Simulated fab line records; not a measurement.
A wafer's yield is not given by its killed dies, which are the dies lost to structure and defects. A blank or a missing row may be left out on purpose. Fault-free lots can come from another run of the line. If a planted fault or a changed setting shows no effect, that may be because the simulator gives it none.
fab line records	flow sky130
[record] lots = 24	wafers = 72	lastDay = 50
route steps=708 shown METAL3@533 VIA3@589 METAL4@599 VIA4@656
lots that met no fault: taken from a fault-free run of the same line
startH: hours from the record's first day to the start of the lot's first wafer shown	waitH: hours since the lot's step before	" repeats the value in the row above	L1.1+2: several wafers, shown together as one row	- no value present, or no start provided	* or withheld: withheld	< > ~ a bound
route shown NAME@n: names a module that has steps shown in the file, with the first one's number in the route	usual: mean/standard deviation taken from wafers without a fault	same: alike in all rows	chamber/n: place in a boat	sites: each site's reading	_std_site: standard deviation of those values	_edge_site: outer sites' mean less inner sites'	radiusMm: for every site, how far away it sits from the centre of the wafer	mask NAME#n: copy n	behind: the tool/chamber that last shaped the wafer	hold: what put the lot on hold/how long, in hours/how the hold closed	device: whichever transistor did not switch (one of n, p or np)	end of line: the same wafers' tests at the end of the route	a step with no rows: only its recipe	killed: at the first sort, the dies lost to defects and structure; wafer yield is something else	map: a wafer's dies, x killed, . not, _ none there
set.NAME: the run value of the setting; set.NAME@STEP: its run value at that earlier step	model.NAME: the simulator's own value behind a step, which no gauge read
route steps across a sampled set of lots; one table per step, one row per wafer
services: from which hour (startH, from the record's first day; less than 0 if before it) a tool's chamber was out of use, for how many hours, and why
[[steps]]
[step SKY_METAL3_SPUTTER_01]
[recipe] material = TiN	targetThkNm = 20	powerW = 6500	timeS = 16.7	chamberPressurePa = 0.4
[usual] throttleValvePct = 30.1/1.2
lot.wafer	tool	chamber	startH	waitH	throttleValvePct
L074.1	pvdSputter-01	-	847.11	0.0	31.2
L074.2	"	-	"	"	30.0
L074.5	"	-	"	"	30.5
L075.2	pvdSputter-02	-	851.61	0.0	29.5
L075.3	"	-	"	"	30.1
L075.6	"	-	"	"	30.5
L076.3	pvdSputter-01	-	861.48	0.0	30.2
L076.5	"	-	"	"	30.4
L076.6	"	-	"	"	30.6
L077.2	pvdSputter-01	-	877.79	0.0	31.1
L077.3	"	-	"	"	30.9
L077.5	"	-	"	"	30.5
L078.1	pvdSputter-04	-	883.55	0.0	29.2
L078.4	"	-	"	"	30.2
L078.6	"	-	"	"	32.5
L079.2	pvdSputter-04	-	891.02	0.0	30.1
L079.4	"	-	"	"	32.3
L079.6	"	-	"	"	29.5
L080.3	pvdSputter-02	-	901.31	0.0	31.3
L080.4	"	-	"	"	29.8
L080.5	"	-	"	"	29.5
L081.1	pvdSputter-02	-	906.56	0.0	31.3
L081.2	"	-	"	"	29.7
L081.3	"	-	"	"	27.8
L082.1	pvdSputter-04	-	917.27	0.0	29.2
L082.3	"	-	"	"	29.5
L082.5	"	-	"	"	32.2
L083.4	pvdSputter-04	-	918.77	0.0	30.0
L083.5	"	-	"	"	29.3
L083.6	"	-	"	"	28.9
L084.2	pvdSputter-02	-	926.21	0.0	27.9
L084.5	"	-	"	"	29.4
L084.6	"	-	"	"	28.1
L086.1	pvdSputter-01	-	938.24	0.0	30.6
L086.2	"	-	"	"	31.0
L086.5	"	-	"	"	30.9
L085.3	pvdSputter-02	-	942.06	0.0	27.9
L085.4	"	-	"	"	31.4
L085.5	"	-	"	"	30.2
L087.2	pvdSputter-02	-	945.33	0.0	31.3
L087.3	"	-	"	"	29.8
L087.5	"	-	"	"	31.5
L088.3	pvdSputter-04	-	950.84	0.0	29.6
L088.5	"	-	"	"	29.7
L088.6	"	-	"	"	29.0
L089.1	pvdSputter-01	-	958.22	0.0	30.8
L089.2	"	-	"	"	30.5
L089.4	"	-	"	"	30.7
L090.2	pvdSputter-02	-	959.90	0.0	29.5
L090.3	"	-	"	"	30.3
L090.5	"	-	"	"	29.8
L091.3	pvdSputter-02	-	974.93	0.0	31.5
L091.4	"	-	"	"	30.1
L091.6	"	-	"	"	31.2
L092.2	pvdSputter-04	-	977.70	0.0	32.4
L092.4	"	-	"	"	29.6
L092.6	"	-	"	"	32.5
L093.2	pvdSputter-01	-	987.39	0.0	30.6
L093.3	"	-	"	"	30.3
L093.4	"	-	"	"	30.8
L094.1	pvdSputter-02	-	995.08	0.0	29.9
L094.3	"	-	"	"	27.9
L094.5	"	-	"	"	27.8
L095.3	pvdSputter-04	-	996.58	0.0	32.6
L095.4	"	-	"	"	29.5
L095.5	"	-	"	"	32.2
L096.2	pvdSputter-02	-	1005.46	0.0	31.4
L096.3	"	-	"	"	27.7
L096.4	"	-	"	"	30.2
L097.1	pvdSputter-02	-	1008.92	0.0	30.1
L097.3	"	-	"	"	27.9
L097.4	"	-	"	"	31.5
[step SKY_VIA3_STRIP_16]
[recipe] chemistry = O2/N2	powerW = 1400	pressureMtorr = 1500	platenTempC = withheld	o2FlowSccm = 3000	n2FlowSccm = 300	overashFraction = 0.5
[usual] drypumpMotorCurrentA = 5.8/0.38	oesProductAu = 0.402/0.005	stripTimeToEndpointS = 4.138/0.026
lot.wafer	tool	chamber	startH	waitH	drypumpMotorCurrentA	oesProductAu	rfHoursCounterH	stripTimeToEndpointS
L074.1	plasmaAsher-04	0	925.68	0.0	5.4	0.400	51	4.166
L074.2	"	1	"	"	5.8	0.402	51	4.170
L074.5	"	0	"	"	5.4	0.400	-	4.156
L075.2	plasmaAsher-02	0	928.58	0.0	6.4	0.407	108	4.156
L075.3	"	1	"	"	5.8	0.401	-	4.153
L075.6	"	0	"	"	6.4	0.412	-	4.170
L076.3	plasmaAsher-02	0	943.17	0.1	6.4	0.399	-	4.056
L076.5	"	0	"	"	6.4	0.400	-	4.099
L076.6	"	1	"	"	5.8	0.396	-	4.131
L077.2	plasmaAsher-04	1	953.08	0.0	5.8	0.405	54	4.114
L077.3	"	0	"	"	5.4	0.405	-	4.126
L077.5	"	0	"	"	5.5	0.397	-	4.167
L078.1	plasmaAsher-04	0	960.08	0.0	5.4	0.399	55	4.170
L078.4	"	0	"	"	5.4	0.398	-	4.144
L078.6	"	1	"	"	5.8	0.402	-	4.162
L079.2	plasmaAsher-04	1	966.38	0.0	5.8	0.393	56	4.108
L079.4	"	0	"	"	5.4	0.410	-	4.131
L079.6	"	0	"	"	5.5	0.416	-	4.182
L080.3	plasmaAsher-04	1	977.71	0.1	5.8	0.403	-	4.157
L080.4	"	0	"	"	5.4	0.399	-	4.141
L080.5	"	0	"	"	5.4	0.405	-	4.152
L081.1	plasmaAsher-03	0	982.33	0.0	6.2	0.403	23	4.103
L081.2	"	1	"	"	5.4	0.402	23	4.104
L081.3	"	0	"	"	6.3	0.403	-	4.106
L082.1	plasmaAsher-03	1	991.33	0.0	5.4	0.395	24	4.109
L082.3	"	1	"	"	5.4	0.402	-	4.150
L082.5	"	0	"	"	6.3	0.399	-	4.186
L083.4	plasmaAsher-04	0	994.66	0.1	5.4	0.395	-	4.149
L083.5	"	0	"	"	5.4	0.403	-	4.157
L083.6	"	1	"	"	5.8	0.400	-	4.131
L084.2	plasmaAsher-03	0	1000.38	0.0	6.3	0.406	25	4.139
L084.5	"	0	"	"	6.3	0.400	-	4.122
L084.6	"	1	"	"	5.4	0.398	-	4.169
L086.1	plasmaAsher-03	0	1011.94	0.0	6.3	0.402	27	4.096
L086.2	"	1	"	"	5.4	0.396	27	4.105
L086.5	"	1	"	"	5.4	0.395	-	4.103
L085.3	plasmaAsher-04	0	1015.87	0.1	5.4	0.411	-	4.166
L085.4	"	1	"	"	5.8	0.402	-	4.158
L085.5	"	0	"	"	5.4	0.406	-	4.163
L087.2	plasmaAsher-03	1	1019.08	0.0	5.4	0.401	27	4.141
L087.3	"	1	"	"	5.4	0.404	-	4.178
L087.5	"	0	"	"	6.3	0.413	-	4.146
L088.3	plasmaAsher-03	0	1023.87	0.1	6.3	0.405	-	4.132
L088.5	"	0	"	"	6.3	0.401	-	4.169
L088.6	"	1	"	"	5.4	0.407	-	4.144
L089.1	plasmaAsher-04	1	1030.68	0.0	5.8	0.406	65	4.125
L089.2	"	0	"	"	5.4	0.392	65	4.137
L089.4	"	1	"	"	5.8	0.402	-	4.137
L090.2	plasmaAsher-03	1	1032.18	0.0	5.4	0.407	29	4.152
L090.3	"	0	"	"	6.3	0.404	-	4.158
L090.5	"	0	"	"	6.3	0.395	-	4.192
L091.3	plasmaAsher-02	1	1045.76	0.1	5.8	0.408	-	4.159
L091.4	"	0	"	"	6.4	0.404	-	4.137
L091.6	"	1	"	"	5.8	0.401	-	4.161
L092.2	plasmaAsher-04	0	1049.09	0.0	5.4	0.403	67	4.143
L092.4	"	1	"	"	5.8	0.405	-	4.110
L092.6	"	0	"	"	5.5	0.394	-	4.082
L093.2	plasmaAsher-03	1	1058.08	0.0	5.4	0.406	32	4.187
L093.3	"	1	"	"	5.4	0.400	-	4.140
L093.4	"	0	"	"	6.2	0.408	-	4.142
L094.1	plasmaAsher-03	0	1064.73	0.0	6.3	0.398	33	4.115
L094.3	"	1	"	"	5.4	0.406	-	4.129
L094.5	"	1	"	"	5.4	0.401	-	4.108
L095.3	plasmaAsher-03	1	1066.16	0.1	5.4	0.394	-	4.111
L095.4	"	0	"	"	6.2	0.399	-	4.104
L095.5	"	0	"	"	6.3	0.396	-	4.137
L096.2	plasmaAsher-02	0	1074.33	0.0	6.5	0.395	1	4.130
L096.3	"	1	"	"	5.8	0.402	-	4.145
L096.4	"	0	"	"	6.4	0.397	-	4.135
L097.1	plasmaAsher-02	0	1079.39	0.0	6.4	0.397	2	4.143
L097.3	"	0	"	"	6.5	0.400	-	4.151
L097.4	"	1	"	"	5.8	0.403	-	4.166
[step SKY_VIA3_SPUTTER_20]
[recipe] material = TiN	targetThkNm = 20	chamberPressurePa = 5	powerW = 4000	timeS = 80
[usual] throttleValvePct = 29.9/1.3
lot.wafer	tool	chamber	startH	waitH	throttleValvePct
L074.1	pvdSputter-03	-	926.27	0.0	27.2
L074.2	"	-	"	"	29.5
L074.5	"	-	"	"	30.1
L075.2	pvdSputter-03	-	929.17	0.0	30.3
L075.3	"	-	"	"	27.3
L075.6	"	-	"	"	27.5
L076.3	pvdSputter-03	-	943.77	0.0	29.5
L076.5	"	-	"	"	31.6
L076.6	"	-	"	"	29.3
L077.2	pvdSputter-03	-	953.73	0.0	31.4
L077.3	"	-	"	"	27.2
L077.5	"	-	"	"	27.5
L078.1	pvdSputter-03	-	960.74	0.0	31.2
L078.4	"	-	"	"	29.5
L078.6	"	-	"	"	31.2
L079.2	pvdSputter-01	-	966.97	0.0	30.4
L079.4	"	-	"	"	30.9
L079.6	"	-	"	"	30.3
L080.3	pvdSputter-03	-	978.31	0.0	30.3
L080.4	"	-	"	"	29.1
L080.5	"	-	"	"	30.3
L081.1	pvdSputter-01	-	982.92	0.0	30.5
L081.2	"	-	"	"	31.2
L081.3	"	-	"	"	30.7
L082.1	pvdSputter-02	-	991.97	0.0	27.8
L082.3	"	-	"	"	30.2
L082.5	"	-	"	"	30.3
L083.4	pvdSputter-01	-	995.22	0.0	30.4
L083.5	"	-	"	"	30.5
L083.6	"	-	"	"	30.5
L084.2	pvdSputter-03	-	1000.98	0.0	30.1
L084.5	"	-	"	"	29.2
L084.6	"	-	"	"	30.5
L086.1	pvdSputter-02	-	1012.56	0.0	29.8
L086.2	"	-	"	"	27.7
L086.5	"	-	"	"	29.5
L085.3	pvdSputter-03	-	1016.49	0.0	30.5
L085.4	"	-	"	"	27.3
L085.5	"	-	"	"	30.0
L087.2	pvdSputter-02	-	1019.72	0.0	31.6
L087.3	"	-	"	"	27.7
L087.5	"	-	"	"	28.0
L088.3	pvdSputter-01	-	1024.46	0.0	30.3
L088.5	"	-	"	"	30.7
L088.6	"	-	"	"	30.9
L089.1	pvdSputter-01	-	1031.32	0.0	30.7
L089.2	"	-	"	"	30.3
L089.4	"	-	"	"	31.0
L090.2	pvdSputter-03	-	1032.88	0.0	27.4
L090.3	"	-	"	"	31.4
L090.5	"	-	"	"	29.3
L091.3	pvdSputter-01	-	1046.32	0.0	30.3
L091.4	"	-	"	"	30.4
L091.6	"	-	"	"	30.3
L092.2	pvdSputter-03	-	1049.74	0.0	30.2
L092.4	"	-	"	"	27.4
L092.6	"	-	"	"	27.2
L093.2	pvdSputter-02	-	1058.67	0.0	30.0
L093.3	"	-	"	"	31.5
L093.4	"	-	"	"	31.2
L094.1	pvdSputter-01	-	1065.36	0.0	30.6
L094.3	"	-	"	"	31.0
L094.5	"	-	"	"	30.8
L095.3	pvdSputter-03	-	1066.72	0.0	27.4
L095.4	"	-	"	"	30.2
L095.5	"	-	"	"	27.3
L096.2	pvdSputter-02	-	1074.92	0.0	31.5
L096.3	"	-	"	"	29.8
L096.4	"	-	"	"	28.0
L097.1	pvdSputter-02	-	1079.98	0.0	27.8
L097.3	"	-	"	"	31.3
L097.4	"	-	"	"	29.6
[step SKY_METAL4_SPUTTER_01]
[recipe] material = TiN	targetThkNm = 20	powerW = 6500	timeS = 16.7	chamberPressurePa = 0.4
[usual] throttleValvePct = 30.0/1.4
lot.wafer	tool	chamber	startH	waitH	throttleValvePct
L074.1	pvdSputter-03	-	927.11	0.0	27.4
L074.2	"	-	"	"	31.8
L074.5	"	-	"	"	30.2
L075.2	pvdSputter-04	-	929.85	0.0	29.8
L075.3	"	-	"	"	32.0
L075.6	"	-	"	"	32.4
L076.3	pvdSputter-04	-	944.46	0.0	29.9
L076.5	"	-	"	"	32.3
L076.6	"	-	"	"	29.1
L077.2	pvdSputter-03	-	954.42	0.0	30.1
L077.3	"	-	"	"	29.1
L077.5	"	-	"	"	29.4
L078.1	pvdSputter-02	-	961.43	0.0	31.4
L078.4	"	-	"	"	27.9
L078.6	"	-	"	"	30.1
L079.2	pvdSputter-02	-	967.93	0.0	27.9
L079.4	"	-	"	"	30.1
L079.6	"	-	"	"	31.5
L080.3	pvdSputter-02	-	979.60	0.0	30.4
L080.4	"	-	"	"	30.1
L080.5	"	-	"	"	27.8
L081.1	pvdSputter-04	-	983.60	0.0	30.2
L081.2	"	-	"	"	29.1
L081.3	"	-	"	"	29.5
L082.1	pvdSputter-04	-	992.65	0.0	29.2
L082.3	"	-	"	"	30.2
L082.5	"	-	"	"	32.4
L083.4	pvdSputter-03	-	995.90	0.0	27.5
L083.5	"	-	"	"	27.5
L083.6	"	-	"	"	31.8
L084.2	pvdSputter-02	-	1001.66	0.0	29.8
L084.5	"	-	"	"	28.2
L084.6	"	-	"	"	29.7
L086.1	pvdSputter-04	-	1013.24	0.0	29.1
L086.2	"	-	"	"	32.3
L086.5	"	-	"	"	29.4
L085.3	pvdSputter-04	-	1017.18	0.0	29.9
L085.4	"	-	"	"	29.1
L085.5	"	-	"	"	29.7
L087.2	pvdSputter-03	-	1020.40	0.0	29.5
L087.3	"	-	"	"	30.2
L087.5	"	-	"	"	29.2
L088.3	pvdSputter-04	-	1025.14	0.0	32.3
L088.5	"	-	"	"	32.4
L088.6	"	-	"	"	29.0
L089.1	pvdSputter-04	-	1032.00	0.0	32.2
L089.2	"	-	"	"	29.6
L089.4	"	-	"	"	30.3
L090.2	pvdSputter-04	-	1033.57	0.0	30.0
L090.3	"	-	"	"	29.7
L090.5	"	-	"	"	30.0
L091.3	pvdSputter-04	-	1047.00	0.0	32.2
L091.4	"	-	"	"	29.4
L091.6	"	-	"	"	32.2
L092.2	pvdSputter-04	-	1050.42	0.0	29.1
L092.4	"	-	"	"	29.7
L092.6	"	-	"	"	29.8
L093.2	pvdSputter-04	-	1059.36	0.0	32.4
L093.3	"	-	"	"	29.7
L093.4	"	-	"	"	28.8
L094.1	pvdSputter-04	-	1066.20	0.0	30.0
L094.3	"	-	"	"	32.1
L094.5	"	-	"	"	29.5
L095.3	pvdSputter-03	-	1067.85	0.0	29.4
L095.4	"	-	"	"	27.3
L095.5	"	-	"	"	30.4
L096.2	pvdSputter-02	-	1075.73	0.0	29.4
L096.3	"	-	"	"	28.0
L096.4	"	-	"	"	29.9
L097.1	pvdSputter-04	-	1080.66	0.0	29.9
L097.3	"	-	"	"	28.9
L097.4	"	-	"	"	32.3
[step SKY_METAL4_SPUTTER_02]
[recipe] material = AlCu	targetThkNm = 735	powerW = 10600	timeS = 39.1	chamberPressurePa = 0.4
[usual] throttleValvePct = 30.0/1.3
lot.wafer	tool	chamber	startH	waitH	throttleValvePct
L074.1	pvdSputter-03	-	927.14	0.0	27.5
L074.2	"	-	"	"	31.5
L074.5	"	-	"	"	30.1
L075.2	pvdSputter-04	-	929.88	0.0	30.2
L075.3	"	-	"	"	32.3
L075.6	"	-	"	"	32.1
L076.3	pvdSputter-04	-	944.48	0.0	29.6
L076.5	"	-	"	"	32.4
L076.6	"	-	"	"	29.1
L077.2	pvdSputter-03	-	954.44	0.0	30.2
L077.3	"	-	"	"	29.3
L077.5	"	-	"	"	29.3
L078.1	pvdSputter-02	-	961.45	0.0	31.6
L078.4	"	-	"	"	27.7
L078.6	"	-	"	"	29.8
L079.2	pvdSputter-02	-	967.95	0.0	28.1
L079.4	"	-	"	"	30.3
L079.6	"	-	"	"	31.6
L080.3	pvdSputter-02	-	979.63	0.0	30.1
L080.4	"	-	"	"	30.4
L080.5	"	-	"	"	27.8
L081.1	pvdSputter-04	-	983.63	0.0	30.2
L081.2	"	-	"	"	29.2
L081.3	"	-	"	"	29.7
L082.1	pvdSputter-04	-	992.68	0.0	29.1
L082.3	"	-	"	"	30.5
L082.5	"	-	"	"	32.6
L083.4	pvdSputter-03	-	995.93	0.0	27.3
L083.5	"	-	"	"	27.6
L083.6	"	-	"	"	31.4
L084.2	pvdSputter-02	-	1001.69	0.0	29.5
L084.5	"	-	"	"	27.8
L084.6	"	-	"	"	29.4
L086.1	pvdSputter-04	-	1013.27	0.0	29.2
L086.2	"	-	"	"	32.2
L086.5	"	-	"	"	29.6
L085.3	pvdSputter-04	-	1017.20	0.0	30.2
L085.4	"	-	"	"	29.2
L085.5	"	-	"	"	29.8
L087.2	pvdSputter-03	-	1020.43	0.0	29.3
L087.3	"	-	"	"	30.2
L087.5	"	-	"	"	29.1
L088.3	pvdSputter-04	-	1025.17	0.0	32.3
L088.5	"	-	"	"	32.5
L088.6	"	-	"	"	29.3
L089.1	pvdSputter-04	-	1032.03	0.0	32.3
L089.2	"	-	"	"	29.5
L089.4	"	-	"	"	30.2
L090.2	pvdSputter-04	-	1033.59	0.0	30.2
L090.3	"	-	"	"	29.5
L090.5	"	-	"	"	30.1
L091.3	pvdSputter-04	-	1047.03	0.0	32.5
L091.4	"	-	"	"	29.7
L091.6	"	-	"	"	32.6
L092.2	pvdSputter-04	-	1050.45	0.0	29.0
L092.4	"	-	"	"	29.7
L092.6	"	-	"	"	29.8
L093.2	pvdSputter-04	-	1059.39	0.0	32.0
L093.3	"	-	"	"	29.6
L093.4	"	-	"	"	28.9
L094.1	pvdSputter-04	-	1066.23	0.0	29.9
L094.3	"	-	"	"	32.0
L094.5	"	-	"	"	29.8
L095.3	pvdSputter-03	-	1067.88	0.0	29.3
L095.4	"	-	"	"	27.5
L095.5	"	-	"	"	30.5
L096.2	pvdSputter-02	-	1075.76	0.0	29.8
L096.3	"	-	"	"	28.1
L096.4	"	-	"	"	30.0
L097.1	pvdSputter-04	-	1080.69	0.0	30.1
L097.3	"	-	"	"	29.0
L097.4	"	-	"	"	32.4
[step SKY_VIA4_SPUTTER_17]
[recipe] material = TiN	targetThkNm = 20	chamberPressurePa = 5	powerW = 4000	timeS = 80
[usual] throttleValvePct = 30.1/1.2
lot.wafer	tool	chamber	startH	waitH	throttleValvePct
L074.1	pvdSputter-04	-	1002.28	0.0	29.3
L074.2	"	-	"	"	32.4
L074.5	"	-	"	"	32.3
L075.2	pvdSputter-04	-	1005.37	0.0	29.7
L075.3	"	-	"	"	29.4
L075.6	"	-	"	"	29.7
L076.3	pvdSputter-04	-	1018.39	0.0	29.3
L076.5	"	-	"	"	29.6
L076.6	"	-	"	"	29.0
L077.2	pvdSputter-01	-	1028.18	0.0	30.8
L077.3	"	-	"	"	30.6
L077.5	"	-	"	"	30.7
L078.1	pvdSputter-01	-	1033.03	0.0	30.5
L078.4	"	-	"	"	30.3
L078.6	"	-	"	"	30.7
L079.2	pvdSputter-03	-	1039.76	0.0	27.1
L079.4	"	-	"	"	29.3
L079.6	"	-	"	"	30.1
L080.3	pvdSputter-03	-	1051.13	0.0	27.4
L080.4	"	-	"	"	30.4
L080.5	"	-	"	"	30.2
L081.1	pvdSputter-01	-	1054.37	0.0	30.8
L081.2	"	-	"	"	30.6
L081.3	"	-	"	"	30.6
L082.1	pvdSputter-04	-	1062.78	0.0	28.9
L082.3	"	-	"	"	29.8
L082.5	"	-	"	"	29.4
L083.4	pvdSputter-03	-	1066.24	0.0	31.5
L083.5	"	-	"	"	30.3
L083.6	"	-	"	"	27.3
L084.2	pvdSputter-01	-	1072.27	0.0	30.7
L084.5	"	-	"	"	31.0
L084.6	"	-	"	"	30.7
L086.1	pvdSputter-03	-	1081.88	0.0	30.4
L086.2	"	-	"	"	27.3
L086.5	"	-	"	"	27.3
L085.3	pvdSputter-01	-	1084.46	0.0	30.5
L085.4	"	-	"	"	30.9
L085.5	"	-	"	"	30.9
L087.2	pvdSputter-04	-	1088.58	0.0	30.1
L087.3	"	-	"	"	29.0
L087.5	"	-	"	"	32.3
L088.3	pvdSputter-03	-	1092.82	0.0	31.5
L088.5	"	-	"	"	27.3
L088.6	"	-	"	"	29.2
L089.1	pvdSputter-01	-	1099.68	0.0	30.9
L089.2	"	-	"	"	30.9
L089.4	"	-	"	"	30.4
L090.2	pvdSputter-04	-	1100.83	0.0	28.8
L090.3	"	-	"	"	29.7
L090.5	"	-	"	"	29.5
L091.3	pvdSputter-03	-	1112.88	0.0	30.3
L091.4	"	-	"	"	29.3
L091.6	"	-	"	"	30.4
L092.2	pvdSputter-01	-	1115.56	0.0	30.4
L092.4	"	-	"	"	30.6
L092.6	"	-	"	"	30.4
L093.2	pvdSputter-01	-	1123.08	0.0	30.3
L093.3	"	-	"	"	31.0
L093.4	"	-	"	"	30.4
L094.1	pvdSputter-04	-	1129.83	0.0	29.8
L094.3	"	-	"	"	30.4
L094.5	"	-	"	"	29.4
L095.3	pvdSputter-04	-	1130.76	0.0	29.2
L095.4	"	-	"	"	29.5
L095.5	"	-	"	"	29.9
L096.2	pvdSputter-03	-	1139.38	0.0	31.6
L096.3	"	-	"	"	27.4
L096.4	"	-	"	"	30.4
L097.1	pvdSputter-04	-	1142.72	0.0	30.3
L097.3	"	-	"	"	29.3
L097.4	"	-	"	"	29.3
[[services]]
tool	chamber	startH	hours	kind
plasmaAsher-02	-	836.99	0.7	repair
plasmaAsher-03	-	873.21	4.2	repair
pvdSputter-02	-	879.73	4.7	repair
pvdSputter-02	-	883.68	1.9	repair
pvdSputter-02	-	886.52	8.0	repair
pvdSputter-03	-	889.19	1.2	repair
pvdSputter-01	-	900.27	2.9	repair
plasmaAsher-03	-	916.93	2.8	pm
pvdSputter-02	-	929.84	1.9	repair
plasmaAsher-02	-	947.98	96.4	pm
plasmaAsher-03	-	960.39	9.3	repair
pvdSputter-01	-	978.01	2.5	repair
pvdSputter-04	1	995.40	-	consumableReplace:kit
pvdSputter-04	1	995.40	18.0	scheduledDown
pvdSputter-04	1	995.40	18.0	ventCycle
pvdSputter-01	-	1004.63	2.2	repair
plasmaAsher-02	-	1055.25	9.0	pm
plasmaAsher-03	-	1100.84	9.9	repair
pvdSputter-02	-	1114.82	9.0	repair
plasmaAsher-04	-	1119.63	2.8	pm
pvdSputter-01	-	1129.68	1.3	repair
pvdSputter-03	-	1133.18	1.0	repair
pvdSputter-03	-	1140.63	21.2	repair
plasmaAsher-04	-	1140.69	4.0	pm
[[key]]
fault none
